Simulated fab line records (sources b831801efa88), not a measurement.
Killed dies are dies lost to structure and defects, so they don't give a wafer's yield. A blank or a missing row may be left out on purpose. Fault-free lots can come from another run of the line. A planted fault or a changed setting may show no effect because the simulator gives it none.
fab line records ; flow sfqLine
record lots=5; wafers=15; lastDay=89
route steps=325 shown I6@270 M7@281 I7@296 M8@311
lots untouched by any fault: they come from a run of this same line in which no faults occurred
startH: the number of hours between the record's first day and the start of the first shown wafer of the lot ; waitH: hours from the lot's prior step to this one ; " as in the row above ; L1.1+2: a single row standing in for several wafers ; - no value, or no start was given ; * or withheld: withheld ; < > ~ a bound
route shown NAME@n: names a module that has steps shown in the file, with the first one's number in the route ; usual: average and standard deviation across the fault-free wafers ; same: alike in all rows ; chamber/n: place in a boat ; sites: per-site readings ; _std_site: how widely they spread, as a standard deviation ; _edge_site: mean of outer sites minus mean of inner sites ; radiusMm: for every site, how far away it sits from the centre of the wafer ; mask NAME#n: copy n ; behind: the most recent tool/chamber to have shaped the wafer ; hold: why the lot was held/for how many hours/how that ended ; device: names the non-switching transistor (n, p or np) ; end of line: the same wafers' tests at the end of the route ; a step without rows: its recipe alone ; killed: at the first sort, the dies lost to defects and structure; wafer yield is something else ; map: a wafer's dies, marking killed ones x, the rest . and places with no die _
set.NAME: the setting the step ran with; set.NAME@STEP: the setting that earlier step ran with ; model.NAME: the simulator's own value behind a step, which no gauge read
a table for each step, a row for each wafer; lots at some steps of the route
services: a tool's chamber out of use, with start hour (startH, from the record's first day; less than 0 if before it), hours out, and reason
## steps
# step SFQ_TRILAYER_I6_VIA_LITHO_COAT_174
# recipe resist=BARC; spinRpm=3000; resistThkNm=62
# step SFQ_TRILAYER_I6_VIA_LITHO_COAT_169
# recipe resist=KrF; spinRpm=3000; resistThkNm=650
# step SFQ_TRILAYER_I6_VIA_LITHO_SOFTBAKE_173
# recipe tempC=withheld; timeS=withheld; resist=KrF
# step SFQ_TRILAYER_I6_VIA_LITHO_EXPOSE_170
# recipe maskId=I6; na=0.6; sourceShape=conventional; sigmaOuter=0.65; targetCdNm=700; doseMj=21.3
# step SFQ_TRILAYER_I6_VIA_LITHO_PEB_172
# recipe pebTempC=115; pebTimeS=60; resist=KrF
# step SFQ_TRILAYER_I6_VIA_LITHO_DEVELOP_171
# recipe timeS=60; resist=KrF
# step SFQ_I6_OVL_MEAS_942
# usual I6_OVL=1/6
lot.wafer;tool;chamber;startH;waitH;I6_OVL[nm]
L361.1;overlay-01;-;1795.54;0.1;-5
L361.5;overlay-01;-;1795.54;0.1;-2
L361.6;overlay-01;-;1795.54;0.1;-6
L360.2;overlay-01;-;1796.75;0.1;-8
L360.4;overlay-01;-;1796.75;0.1;-6
L360.5;overlay-01;-;1796.75;0.1;-11
L365.1;overlay-02;-;1863.19;0.1;-1
L365.3;overlay-02;-;1863.19;0.1;7
L365.4;overlay-02;-;1863.19;0.1;7
L369.3;overlay-02;-;1959.66;0.1;3
L369.4;overlay-02;-;1959.66;0.1;-3
L369.5;overlay-02;-;1959.66;0.1;-3
L374.1;overlay-01;-;2042.16;0.1;4
L374.3;overlay-01;-;2042.16;0.1;-1
L374.5;overlay-01;-;2042.16;0.1;3
# step SFQ_TRILAYER_I6_VIA_BARC_OPEN_VIA_ETCH_235
# recipe maskMaterial=PR; chemistry=O2; targetDepthNm=125; target=BARC; sourceW=500; biasW=80; pressureMtorr=30; timeS=41.7
# step SFQ_TRILAYER_I6_VIA_ETCH_VIA_ETCH_172
# recipe target=SiO2; stopOn=Nb; maskMaterial=PR; taperDeg=20; chemistry=CHF3; targetDepthNm=260; sourceW=500; biasW=80; pressureMtorr=30; timeS=withheld
# step SFQ_TRILAYER_I6_VIA_STRIP_STRIP_173
# recipe gas=O2; powerW=200; platenTempC=40; overashFraction=0.65; chemistry=O2; pressureMtorr=50
# step SFQ_TRILAYER_I6_VIA_STRIP_SOLV_CLEAN_174
# recipe chemistry=NMP; tempC=70; timeS=600
# step SFQ_TRILAYER_M7_DEP_PRE_CLEAN_176
# recipe gas=Ar; timeS=22.5; biasV=250
# step SFQ_TRILAYER_M7_DEP_SPUTTER_175
# recipe material=Nb; basePressurePa=1.33e-06; chamberPressurePa=0.1333; substrateTempC=20; targetThkNm=200; powerW=2000; timeS=133.3
# usual cathodeDcPowerW=2000.0/0.36; substrateTempC=19.99/0.11; throttleValvePct=30.2/1.2
lot.wafer;tool;chamber;startH;waitH;cathodeDcPowerW;substrateTempC;throttleValvePct;model.Nb_of_TRILAYER_M7_DEP_SPUTTER_175.thkNm
L361.1;pvdSputter-03;-;1796.54;0.0;1999.7;19.97;28.8;197.4
L361.5;pvdSputter-03;-;1796.54;0.0;1999.8;19.99;30.1;225.1
L361.6;pvdSputter-03;-;1796.54;0.0;2000.3;19.92;28.9;198.4
L360.2;pvdSputter-04;-;1797.74;0.0;2000.4;19.91;28.5;196.3
L360.4;pvdSputter-04;-;1797.74;0.0;2000.1;20.03;28.7;196.7
L360.5;pvdSputter-04;-;1797.74;0.0;2000.1;19.93;28.8;196
L365.1;pvdSputter-05;-;1864.20;0.0;1999.3;20.07;31.0;199.8
L365.3;pvdSputter-05;-;1864.20;0.0;2001.0;19.83;29.9;198.8
L365.4;pvdSputter-05;-;1864.20;0.0;1999.5;19.84;29.9;199.4
L369.3;pvdSputter-03;-;1960.64;0.0;2000.1;19.94;32.0;197.2
L369.4;pvdSputter-03;-;1960.64;0.0;2000.5;20.03;29.9;200.3
L369.5;pvdSputter-03;-;1960.64;0.0;2000.6;19.65;30.6;199.1
L374.1;pvdSputter-03;-;2043.75;0.0;2000.2;19.99;29.0;200.1
L374.3;pvdSputter-03;-;2043.75;0.0;2000.2;19.95;30.5;200.3
L374.5;pvdSputter-03;-;2043.75;0.0;2000.0;20.06;30.6;200.6
# step SFQ_M7_RS_MEAS_943
# recipe thkMeasGauge=four-point-probe; reads=Nb_of_TRILAYER_M7_DEP_SPUTTER_175
# usual M7_NB_RS=0.897/0.0093
lot.wafer;tool;chamber;startH;waitH;hold;M7_NB_RS[ohm/sq]
L361.1;filmMetro-04;-;1796.63;0.0;awaitDispo/0.2h/release;0.902
L361.5;filmMetro-04;-;1796.63;0.0;awaitDispo/0.2h/release;0.791
L361.6;filmMetro-04;-;1796.63;0.0;awaitDispo/0.2h/release;0.894
L361.1;filmMetro-04;-;1796.91;0.3;-;0.900
L361.5;filmMetro-04;-;1796.91;0.3;-;0.790
L361.6;filmMetro-04;-;1796.91;0.3;-;0.896
L360.2;filmMetro-02;-;1797.85;0.1;-;0.908
L360.4;filmMetro-02;-;1797.85;0.1;-;0.907
L360.5;filmMetro-02;-;1797.85;0.1;-;0.909
L365.1;filmMetro-02;-;1864.29;0.0;-;0.893
L365.3;filmMetro-02;-;1864.29;0.0;-;0.897
L365.4;filmMetro-02;-;1864.29;0.0;-;0.893
L369.3;filmMetro-04;-;1960.77;0.1;-;0.902
L369.4;filmMetro-04;-;1960.77;0.1;-;0.887
L369.5;filmMetro-04;-;1960.77;0.1;-;0.893
L374.1;filmMetro-04;-;2043.84;0.0;-;0.887
L374.3;filmMetro-04;-;2043.84;0.0;-;0.887
L374.5;filmMetro-04;-;2043.84;0.0;-;0.885
# step SFQ_TRILAYER_M7_LITHO_COAT_177
# recipe resist=KrF; spinRpm=3000; resistThkNm=600
# step SFQ_TRILAYER_M7_LITHO_SOFTBAKE_181
# recipe tempC=withheld; timeS=withheld; resist=KrF
# step SFQ_TRILAYER_M7_LITHO_EXPOSE_178
# recipe maskId=M7; na=0.6; sourceShape=conventional; sigmaOuter=0.65; targetCdNm=500; doseMj=14.4
# step SFQ_TRILAYER_M7_LITHO_PEB_180
# recipe pebTempC=115; pebTimeS=62.28; resist=KrF
# step SFQ_TRILAYER_M7_LITHO_DEVELOP_179
# recipe timeS=60; resist=KrF
# step SFQ_M7_OVL_MEAS_945
# usual M7_OVL=0/6.5
lot.wafer;tool;chamber;startH;waitH;M7_OVL[nm]
L360.2;overlay-01;-;1801.55;0.1;3
L360.4;overlay-01;-;1801.55;0.1;1
L360.5;overlay-01;-;1801.55;0.1;8
L361.1;overlay-01;-;1805.93;0.1;-3
L361.5;overlay-01;-;1805.93;0.1;-2
L361.6;overlay-01;-;1805.93;0.1;-2
L365.1;overlay-01;-;1946.05;0.1;-12
L365.3;overlay-01;-;1946.05;0.1;-9
L365.4;overlay-01;-;1946.05;0.1;-11
L369.3;overlay-01;-;1963.19;0.1;-9
L369.4;overlay-01;-;1963.19;0.1;-13
L369.5;overlay-01;-;1963.19;0.1;-13
L374.1;overlay-02;-;2120.18;0.1;5
L374.3;overlay-02;-;2120.18;0.1;-1
L374.5;overlay-02;-;2120.18;0.1;-4
# step SFQ_TRILAYER_M7_BARC_OPEN_METAL_ETCH_229
# recipe maskMaterial=PR; chemistry=O2; targetDepthNm=125; target=BARC; icpW=600; biasW=80; pressureMtorr=10; timeS=41.7
# step SFQ_TRILAYER_M7_ETCH_METAL_ETCH_180
# recipe target=Nb; stopOn=SiO2; maskMaterial=PR; chemistry=Cl2/Ar; targetDepthNm=240; icpW=600; biasW=80; pressureMtorr=10; timeS=120
# usual biasW=80.00/0.23; drypumpMotorCurrentA=6.03/0.18; oesProductAu=0.890/0.0071; rfFwdPowerW=596.7/2
lot.wafer;tool;chamber;startH;waitH;biasW;drypumpMotorCurrentA;oesProductAu;rfFwdPowerW;rfHoursCounterH
L360.2;rieMetal-03;1;1801.64;0.0;80.37;6.37;0.874;595.7;83
L360.4;rieMetal-03;0;1801.64;0.0;80.00;5.95;0.882;595.7;-
L360.5;rieMetal-03;0;1801.64;0.0;79.66;5.96;0.878;595.3;-
L361.1;rieMetal-04;1;1806.26;0.0;79.73;6.01;0.887;595.2;101
L361.5;rieMetal-04;0;1806.26;0.0;80.19;5.78;0.965;598.2;-
L361.6;rieMetal-04;1;1806.26;0.0;79.80;6.00;0.888;596.5;-
L365.1;rieMetal-03;0;1946.15;0.0;80.04;5.96;0.894;598.8;8
L365.3;rieMetal-03;0;1946.15;0.0;80.06;5.96;0.893;599.5;-
L365.4;rieMetal-03;1;1946.15;0.0;79.76;6.40;0.890;595.2;-
L369.3;rieMetal-04;0;1963.31;0.1;80.03;5.78;0.891;596.6;-
L369.4;rieMetal-04;1;1963.31;0.1;80.17;6.00;0.890;595.9;-
L369.5;rieMetal-04;0;1963.31;0.1;79.72;5.81;0.899;596.4;-
L374.1;rieMetal-01;0;2120.27;0.0;79.87;6.11;0.897;598.8;119
L374.3;rieMetal-01;1;2120.27;0.0;80.56;6.00;0.897;593.3;-
L374.5;rieMetal-01;1;2120.27;0.0;80.25;5.97;0.890;600.0;-
# step SFQ_TRILAYER_M7_STRIP_STRIP_181
# recipe gas=O2; powerW=200; platenTempC=40; overashFraction=0.6219; chemistry=O2; pressureMtorr=50
# usual drypumpMotorCurrentA=6.03/0.18; oesProductAu=1.004/0.0094
lot.wafer;tool;chamber;startH;waitH;drypumpMotorCurrentA;oesProductAu;rfHoursCounterH
L360.2;rieMetal-03;1;1801.76;0.1;6.39;0.998;83
L360.4;rieMetal-03;0;1801.76;0.1;5.97;1.004;-
L360.5;rieMetal-03;0;1801.76;0.1;5.97;0.994;-
L361.1;rieMetal-04;1;1806.38;0.1;6.02;1.014;101
L361.5;rieMetal-04;0;1806.38;0.1;5.79;1.022;-
L361.6;rieMetal-04;1;1806.38;0.1;6.02;1.009;-
L365.1;rieMetal-03;0;1946.27;0.1;5.96;0.999;8
L365.3;rieMetal-03;0;1946.27;0.1;5.94;1.006;-
L365.4;rieMetal-03;1;1946.27;0.1;6.41;1.009;-
L369.3;rieMetal-04;0;1963.60;0.2;5.76;1.016;-
L369.4;rieMetal-04;1;1963.60;0.2;5.99;1.006;-
L369.5;rieMetal-04;0;1963.60;0.2;5.80;1.014;-
L374.1;rieMetal-01;0;2120.40;0.1;6.10;0.997;119
L374.3;rieMetal-01;1;2120.40;0.1;5.96;1.010;-
L374.5;rieMetal-01;1;2120.40;0.1;5.97;1.013;-
# step SFQ_TRILAYER_M7_STRIP_SOLV_CLEAN_182
# recipe chemistry=NMP; tempC=70; timeS=600
# step SFQ_TRILAYER_I7_DEP_PECVD_183
# recipe material=SiO2; tempC=150; timeS=111.11; pressureTorr=2.4; rfW=183.3; precursor=SiH4/N2O; targetThkNm=500
# usual heaterPowerW=79/8.3; rfFwdPowerW=182.4/0.52; throttleValvePct=24.1/1.5
lot.wafer;tool;chamber;startH;waitH;heaterPowerW;rfFwdPowerW;throttleValvePct
L360.2;pecvd-01;0;1802.55;0.0;77;181.7;25.0
L360.4;pecvd-01;2;1802.55;0.0;79;183.2;23.2
L360.5;pecvd-01;0;1802.55;0.0;80;182.5;24.8
L361.1;pecvd-03;2;1807.17;0.0;89;182.9;24.5
L361.5;pecvd-03;0;1807.17;0.0;65;182.3;21.7
L361.6;pecvd-03;2;1807.17;0.0;90;181.9;24.4
L365.1;pecvd-04;1;1947.05;0.0;77;182.9;27.0
L365.3;pecvd-04;1;1947.05;0.0;79;183.3;26.8
L365.4;pecvd-04;0;1947.05;0.0;65;182.4;23.6
L369.3;pecvd-03;0;1964.17;0.0;70;182.5;21.5
L369.4;pecvd-03;0;1964.17;0.0;73;183.3;22.1
L369.5;pecvd-03;2;1964.17;0.0;95;182.4;25.3
L374.1;pecvd-04;0;2121.17;0.0;76;182.0;21.6
L374.3;pecvd-04;2;2121.17;0.0;78;181.8;23.2
L374.5;pecvd-04;2;2121.17;0.0;65;181.9;23.3
# step SFQ_TRILAYER_I7_CMP_CMP_184
# recipe material=SiO2; downForcePsi=3; platenRpm=60; padVelocityMS=0.94248
# usual headPressurePsi=3.000/0.0066; motorCurrentA=9.9/0.97; platenRpm=60.00/0.039; slurryFilterDpKPa=13.48/0.13; timeToEndpointS=216/8
lot.wafer;tool;chamber;startH;waitH;headPressurePsi;motorCurrentA;platenRpm;slurryFilterDpKPa;timeToEndpointS
L360.4;cmp-02;2;1808.05;5.4;3.004;10.6;60.09;13.71;213
L360.2;cmp-02;3;1808.05;5.4;3.016;9.2;59.99;13.67;218
L360.5;cmp-02;3;1810.55;7.9;3.006;9.7;59.97;13.35;221
L361.1;cmp-01;1;1812.71;5.5;3.003;10.1;59.97;13.80;203
L361.6;cmp-01;2;1812.71;5.5;3.003;10.6;60.08;13.30;203
L361.5;cmp-01;3;1812.71;5.5;2.991;10.9;59.98;13.25;213
L365.4;cmp-02;2;1947.16;0.0;3.004;11.0;60.01;13.66;224
L365.3;cmp-02;3;1947.16;0.0;2.995;10.0;60.00;13.63;215
L365.1;cmp-02;0;1947.16;0.0;2.999;10.9;59.94;13.59;217
L369.4;cmp-01;1;1964.25;0.0;2.992;10.7;59.95;13.54;218
L369.3;cmp-01;2;1964.25;0.0;3.000;10.2;60.02;13.52;210
L369.5;cmp-01;2;1966.75;2.5;3.000;9.6;60.02;13.36;211
L374.1;cmp-01;1;2122.25;1.0;2.999;10.5;60.00;13.61;209
L374.3;cmp-01;2;2122.25;1.0;3.007;10.5;59.95;13.48;199
L374.5;cmp-01;3;2122.25;1.0;3.000;11.2;59.96;13.45;208
# step SFQ_I7_BOW_MEAS_946
# recipe mode=bow
# usual I7_BOW=8/11
lot.wafer;tool;chamber;startH;waitH;I7_BOW[um]
L360.2;filmMetro-03;-;1811.07;2.0;-13
L360.4;filmMetro-03;-;1811.07;2.0;6
L360.5;filmMetro-03;-;1811.07;2.0;-3
L361.1;filmMetro-04;-;1814.21;1.0;17
L361.5;filmMetro-04;-;1814.21;1.0;6
L361.6;filmMetro-04;-;1814.21;1.0;3
L365.1;filmMetro-03;-;1950.16;1.5;36
L365.3;filmMetro-03;-;1950.16;1.5;32
L365.4;filmMetro-03;-;1950.16;1.5;23
L369.3;filmMetro-03;-;1967.29;2.0;31
L369.4;filmMetro-03;-;1967.29;2.0;26
L369.5;filmMetro-03;-;1967.29;2.0;19
L374.1;filmMetro-02;-;2124.25;1.5;5
L374.3;filmMetro-02;-;2124.25;1.5;9
L374.5;filmMetro-02;-;2124.25;1.5;17
# step SFQ_TRILAYER_I7_METRO_MEASURE_185
# usual thkNm=199.9/1.2
lot.wafer;tool;chamber;startH;waitH;thkNm
L360.2;filmMetro-03;-;1811.37;0.3;199.6
L360.4;filmMetro-03;-;1811.37;0.3;199.9
L360.5;filmMetro-03;-;1811.37;0.3;201.2
L361.1;filmMetro-04;-;1814.33;0.1;200.1
L361.5;filmMetro-04;-;1814.33;0.1;200.7
L361.6;filmMetro-04;-;1814.33;0.1;197.5
L365.1;filmMetro-03;-;1950.28;0.1;197.8
L365.3;filmMetro-03;-;1950.28;0.1;198.1
L365.4;filmMetro-03;-;1950.28;0.1;198.2
L369.3;filmMetro-03;-;1967.77;0.5;199.1
L369.4;filmMetro-03;-;1967.77;0.5;200.7
L369.5;filmMetro-03;-;1967.77;0.5;199.8
L374.1;filmMetro-02;-;2124.37;0.1;199.2
L374.3;filmMetro-02;-;2124.37;0.1;199.2
L374.5;filmMetro-02;-;2124.37;0.1;200.1
# step SFQ_TRILAYER_I7_VIA_LITHO_COAT_192
# recipe resist=BARC; spinRpm=3000; resistThkNm=62
# step SFQ_TRILAYER_I7_VIA_LITHO_COAT_187
# recipe resist=KrF; spinRpm=3000; resistThkNm=650
# step SFQ_TRILAYER_I7_VIA_LITHO_SOFTBAKE_191
# recipe tempC=withheld; timeS=withheld; resist=KrF
# step SFQ_TRILAYER_I7_VIA_LITHO_EXPOSE_188
# recipe maskId=I7; na=0.6; sourceShape=conventional; sigmaOuter=0.65; targetCdNm=1000; doseMj=21.3
# step SFQ_TRILAYER_I7_VIA_LITHO_PEB_190
# recipe pebTempC=115; pebTimeS=60; resist=KrF
# step SFQ_TRILAYER_I7_VIA_LITHO_DEVELOP_189
# recipe timeS=60; resist=KrF
# step SFQ_I7_OVL_MEAS_947
# usual I7_OVL=1/6.3
lot.wafer;tool;chamber;startH;waitH;I7_OVL[nm]
L361.1;overlay-02;-;1902.80;0.1;-3
L361.5;overlay-02;-;1902.80;0.1;-4
L361.6;overlay-02;-;1902.80;0.1;0
L360.2;overlay-02;-;1904.18;0.1;-9
L360.4;overlay-02;-;1904.18;0.1;-15
L360.5;overlay-02;-;1904.18;0.1;-13
L365.1;overlay-01;-;1954.49;0.1;6
L365.3;overlay-01;-;1954.49;0.1;5
L365.4;overlay-01;-;1954.49;0.1;-3
L369.3;overlay-01;-;1970.83;0.1;0
L369.4;overlay-01;-;1970.83;0.1;1
L369.5;overlay-01;-;1970.83;0.1;3
L374.1;overlay-01;-;2129.06;0.1;5
L374.3;overlay-01;-;2129.06;0.1;4
L374.5;overlay-01;-;2129.06;0.1;8
# step SFQ_TRILAYER_I7_VIA_BARC_OPEN_VIA_ETCH_260
# recipe maskMaterial=PR; chemistry=O2; targetDepthNm=125; target=BARC; sourceW=500; biasW=80; pressureMtorr=30; timeS=41.7
# step SFQ_TRILAYER_I7_VIA_ETCH_VIA_ETCH_190
# recipe target=SiO2; stopOn=Nb; maskMaterial=PR; taperDeg=20; chemistry=CHF3; targetDepthNm=260; sourceW=500; biasW=80; pressureMtorr=30; timeS=withheld
# step SFQ_TRILAYER_I7_VIA_STRIP_STRIP_191
# recipe gas=O2; powerW=200; platenTempC=40; overashFraction=0.65; chemistry=O2; pressureMtorr=50
# usual drypumpMotorCurrentA=5.8/0.44; oesProductAu=0.999/0.0084
lot.wafer;tool;chamber;startH;waitH;drypumpMotorCurrentA;oesProductAu;rfHoursCounterH
L361.1;rieMetal-02;1;1902.99;-;5.4;0.988;54
L361.5;rieMetal-02;0;1902.99;-;5.1;0.981;-
L361.6;rieMetal-02;1;1902.99;-;5.4;0.986;-
L360.2;rieMetal-04;1;1904.36;-;6.0;1.010;109
L360.4;rieMetal-04;0;1904.36;-;5.8;1.017;-
L360.5;rieMetal-04;0;1904.36;-;5.8;1.015;-
L365.1;rieMetal-03;0;1954.68;-;6.0;1.000;9
L365.3;rieMetal-03;0;1954.68;-;6.0;0.998;-
L365.4;rieMetal-03;1;1954.68;-;6.4;0.995;-
L369.3;rieMetal-04;1;1971.21;-;6.0;0.996;-
L369.4;rieMetal-04;0;1971.21;-;5.8;1.000;-
L369.5;rieMetal-04;0;1971.21;-;5.8;0.999;-
L374.1;rieMetal-04;0;2129.25;-;5.8;0.997;12
L374.3;rieMetal-04;0;2129.25;-;5.8;1.009;-
L374.5;rieMetal-04;0;2129.25;-;5.8;0.999;-
# step SFQ_TRILAYER_I7_VIA_STRIP_SOLV_CLEAN_192
# recipe chemistry=NMP; tempC=70; timeS=600
# step SFQ_TRILAYER_M8_LITHO_LOR_COAT_197
# recipe resist=lift-off; spinRpm=3000
# step SFQ_M8_BOW_MEAS_951
# recipe mode=bow
# usual M8_BOW=9/11
lot.wafer;tool;chamber;startH;waitH;M8_BOW[um];model.etest.m7.ohmUm;model.etest.i6.linkOhm;model.etest.m7.ohmSq;model.etest.i7.linkOhm
L361.1;filmMetro-01;-;1917.93;0.0;17;1.833;1.882;0.902;1.065
L361.5;filmMetro-01;-;1917.93;0.0;7;1.603;1.753;0.7911;0.9534
L361.6;filmMetro-01;-;1917.93;0.0;3;1.826;1.885;0.8974;1.061
L360.2;filmMetro-03;-;1919.15;0.0;-13;1.837;1.892;0.907;1.071
L360.4;filmMetro-03;-;1919.15;0.0;7;1.844;1.889;0.9053;1.069
L360.5;filmMetro-03;-;1919.15;0.0;-3;1.84;1.9;0.9081;1.07
L365.1;filmMetro-03;-;1975.55;0.0;36;1.797;1.881;0.891;1.057
L365.3;filmMetro-03;-;1975.55;0.0;32;1.801;1.883;0.8957;1.062
L365.4;filmMetro-03;-;1975.55;0.0;23;1.796;1.876;0.8927;1.058
L369.3;filmMetro-01;-;1980.39;0.0;32;1.82;1.901;0.9027;1.067
L369.4;filmMetro-01;-;1980.39;0.0;27;1.805;1.883;0.889;1.051
L369.5;filmMetro-01;-;1980.39;0.0;19;1.81;1.89;0.894;1.056
L374.1;filmMetro-04;-;2133.95;0.0;7;1.807;1.873;0.8897;1.052
L374.3;filmMetro-04;-;2133.95;0.0;9;1.79;1.885;0.8889;1.052
L374.5;filmMetro-04;-;2133.95;0.0;16;1.79;1.886;0.8874;1.052
## services
tool;chamber;startH;hours;kind
cmp-02;-;1772.83;31.2;repair
pvdSputter-03;-;1791.58;3.9;repair
filmMetro-03;-;1800.03;0.9;pm
filmMetro-03;-;1805.12;1.7;pm
rieMetal-03;-;1825.23;2.8;pm
cmp-01;-;1848.57;0.6;repair
cmp-01;-;1900.54;12.3;pm
cmp-01;-;1916.30;3.6;repair
cmp-01;-;1928.36;1.9;repair
cmp-01;-;1938.83;4.0;pm
rieMetal-04;-;1971.61;28.1;pm
filmMetro-03;-;1997.02;0.3;pm
rieMetal-03;-;2021.08;1.4;pm
rieMetal-04;-;2029.30;0.3;repair
cmp-01;-;2031.26;0.8;repair
cmp-01;-;2035.55;4.1;pm
filmMetro-03;-;2045.03;0.5;pm
filmMetro-03;-;2050.12;0.5;pm
cmp-01;-;2051.19;1.2;repair
filmMetro-03;-;2057.93;0.5;pm
rieMetal-03;-;2067.50;28.1;pm
cmp-01;-;2095.02;0.2;repair
filmMetro-03;-;2110.15;19.6;pm
rieMetal-04;1;2119.31;1.4;repair
## key
firstSign step=SFQ_M7_RS_MEAS_943; reading=visit; direction=added
effect step=SFQ_M7_RS_MEAS_943; reading=M7_NB_RS; direction=down; sigmas=11; usual=0.897; struck=0.791
effect step=SFQ_TRILAYER_M7_ETCH_METAL_ETCH_180; reading=oesProductAu; direction=up; sigmas=11; usual=0.890; struck=0.965
modelEffect step=SFQ_TRILAYER_M7_DEP_SPUTTER_175; value=Nb_of_TRILAYER_M7_DEP_SPUTTER_175.thkNm; without=199.5; struck=225.1
modelEffect step=SFQ_M8_BOW_MEAS_951; value=etest.m7.ohmUm; without=1.808; struck=1.603
metAt SFQ_TRILAYER_M7_DEP_SPUTTER_175
struckWafers L361.5
fault kind=processParameterDrift; tool=pvdSputter-03; chamber=-; onsetH=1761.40; steps=SFQ_TRILAYER_M7_DEP_SPUTTER_175; channel=timeS; offset=*; shape=step; endH=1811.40; actsIn=*; stated=*; scope=struckWafersOnly
